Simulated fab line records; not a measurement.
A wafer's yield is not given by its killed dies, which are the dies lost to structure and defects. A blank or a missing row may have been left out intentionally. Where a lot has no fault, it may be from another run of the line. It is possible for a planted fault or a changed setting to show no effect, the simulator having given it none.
Which of the tools did it?    flow gf180mcu    18 wafers from 6 lots sampled at 3 of the route's 602 steps

WHAT THE GAUGES READ, wafer by wafer
GF_V3_THK_MEAS_01.
lot   measured      on            V3_CVD_00_THK (nm)
L458  day 21 16:59  filmMetro-04  601 591 604
L460  day 22 18:10  filmMetro-04  607 612 618
L461  day 23 09:12  filmMetro-03  603 583 590
L468  day 25 10:56  filmMetro-01  298 605 290 298 605 290
L475  day 27 11:45  filmMetro-03  614 617 617
L479  day 28 13:25  filmMetro-03  611 601 601

WHICH TOOL RAN EACH LOT (tool, then ch and the chambers of the sampled wafers, then the start)
lot   GF_V2_STRIP_18                       GF_V3_CVD_00
L458  plasmaAsher-01 ch 0,1, day 20 13:58  hdpcvd-01 ch 0,1,2, day 21 16:55
L460  plasmaAsher-03 ch 0,1, day 21 16:02  hdpcvd-02 ch 1,2, day 22 18:05
L461  plasmaAsher-02 ch 0,1, day 22 07:14  hdpcvd-01 ch 0,1,2, day 23 09:07
L468  plasmaAsher-03 ch 0,1, day 24 10:13  hdpcvd-01 ch 0,1, day 25 10:52
L475  plasmaAsher-03 ch 0,1, day 26 13:13  hdpcvd-02 ch 1,2, day 27 11:41
L479  plasmaAsher-02 ch 0,1, day 27 15:26  hdpcvd-02 ch 0,1,2, day 28 13:19
- GF_V2_STRIP_18: strips in O2/N2.
- GF_V3_CVD_00: deposits SiO2, target thk 600 nm, time 100 s.

THE ANSWER, worked out from the rows above alone
Rule: the usual values come from the lots themselves. The widest of any qualifying gaps counts: lots, ordered by their means at a reading, are off when they make up no more than a third of the lots, leave a main group of 4 or more, and stand apart from it by 3 or more times the standard deviation of that group's means. The tables above print the reading to a certain number of digits; a main group whose means all agree to those digits is not used. Also off: a lot with no number at a reading for which 4 or more lots have one. The other lots that the step has rows for count as sound.
Off: L468, at GF_V3_THK_MEAS_01 (V3_CVD_00_THK). The main group has a mean of 605 nm with a standard deviation of 8.8.
A tool fits if, at a process step before that reading, it ran every lot that is off, and no sound lot after the first of them. Those tools and the gauges at GF_V3_THK_MEAS_01 are tried in the same way. Can't be told from this: 2 tools fit, hdpcvd-01 at GF_V3_CVD_00, filmMetro-01 at GF_V3_THK_MEAS_01.

WHAT HAD BEEN PUT IN BY THE SIMULATOR
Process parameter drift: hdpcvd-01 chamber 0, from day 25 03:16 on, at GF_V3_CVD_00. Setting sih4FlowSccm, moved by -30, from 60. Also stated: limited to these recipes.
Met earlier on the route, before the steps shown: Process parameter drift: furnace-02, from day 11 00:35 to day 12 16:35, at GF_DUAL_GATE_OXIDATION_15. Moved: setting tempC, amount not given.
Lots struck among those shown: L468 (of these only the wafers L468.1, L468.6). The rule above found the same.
